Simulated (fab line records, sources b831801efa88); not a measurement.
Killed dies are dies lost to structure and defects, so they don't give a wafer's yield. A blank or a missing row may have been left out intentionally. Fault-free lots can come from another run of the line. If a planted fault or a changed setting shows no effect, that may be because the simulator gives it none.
Problem report, 8D (eight disciplines) form, completed by code || flow sfqLine || the parts of the form that need people (team, actions taken, sign-off) are left out

## 1. WHAT WENT WRONG
Wafers without a fault read 139.1 s, standard deviation 0.57; runLengthS at SFQ_TRILAYER_I0_DEP_PECVD_027 reads a mean of 147.6 s on 2 wafers belonging to 2 lots. That puts it +15 standard deviations away from the usual mean.
The step: deposits SiO2 from SiH4/N2O, time 111.11 s, target thk 500 nm.
The first sign was on wafer L423.5 at day 18 11:46, on pecvd-04. Wafers with a number at this step in the record: 42, from 14 lots. Rule for "out" (also "out of limits"): further than 4 standard deviations from the usual mean. The other wafers with a number count as sound.

## 2. WHAT IT IS, WHAT IT ISN'T
{"question": "which readings at this step", "is": "runLengthS", "is not": "heaterPowerW, showerheadVppV, throttleValvePct"}
{"question": "which lots", "is": "L423, L424", "is not": "L410, L412, L414, L415, L417, L425, L426, L427, L428, L430, L432, L433"}
{"question": "which wafers of those lots", "is": "L423.5, L424.1", "is not": "L423.3, L423.4, L424.3, L424.6"}
{"question": "read on which tools", "is": "pecvd-04", "is not": "pecvd-01, pecvd-02"}
{"question": "when", "is": "from day 18 11:46", "is not": "up to then (17 sound wafers); but 23 sound wafers of L424, L425, L426, L427, L428, L430, L432, L433 came after"}

## 3. WHAT RULES OUT EACH SUSPECT
Counting: a tool at a process step up to the reading stays a suspect if it ran every lot that is out. Sound lots after the first of them don't rule it out here, since some wafers of a struck lot are sound.
- pecvd-04 at SFQ_TRILAYER_I0_DEP_PECVD_027 (deposits SiO2 from SiH4/N2O, time 111.11 s, target thk 500 nm): kept. Ran every lot that is out, first one L423 (day 18 11:46); last sound lot up to then L415 (day 15 14:49). Its own readings are out on those wafers: runLengthS.
- In pecvd-04 at SFQ_TRILAYER_I0_DEP_PECVD_027, the wafers that are out were processed in chamber 2 and their sound lot-mates in chambers 0, 1.
Remaining after the count: pecvd-04 at SFQ_TRILAYER_I0_DEP_PECVD_027.

## 4. THE CAUSE (what the simulator had put in)
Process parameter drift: pecvd-04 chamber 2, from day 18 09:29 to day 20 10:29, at SFQ_TRILAYER_I0_DEP_PECVD_027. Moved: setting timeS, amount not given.
This tool alone remained once counting was done.

## 5. THE CHAIN OF EFFECTS, in route order
Each row: a reading whose mean over the struck wafers that have a number lies more than 3 standard deviations from the usual. Only readings for which the record gives a usual standard deviation are gone through. hours: the time from each lot's start at the first step in this table that gives one to its start at this step, as a median over the lots. sigmas: the change in usual standard deviations.
{"hours": 0, "step": "SFQ_TRILAYER_I0_DEP_PECVD_027", "reading": "runLengthS", "usual": "139.1 s", "on struck wafers": 147.6, "change": "+8.5", "sigmas": "+15"}
{"hours": 24, "step": "SFQ_TRILAYER_I0_CMP_CMP_028", "reading": "timeToEndpointS", "usual": "216 s", "on struck wafers": 248, "change": "+32", "sigmas": "+4.7"}
Here are the process steps it includes:
- SFQ_TRILAYER_I0_DEP_PECVD_027: deposits SiO2 from SiH4/N2O, time 111.11 s, target thk 500 nm.
- SFQ_TRILAYER_I0_CMP_CMP_028: polishes SiO2.

## 6. HOW IT WOULD HAVE BEEN CAUGHT EARLIER
In this record the first reading out of limits was taken at day 18 11:46, 2 hours after the fault began at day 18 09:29.
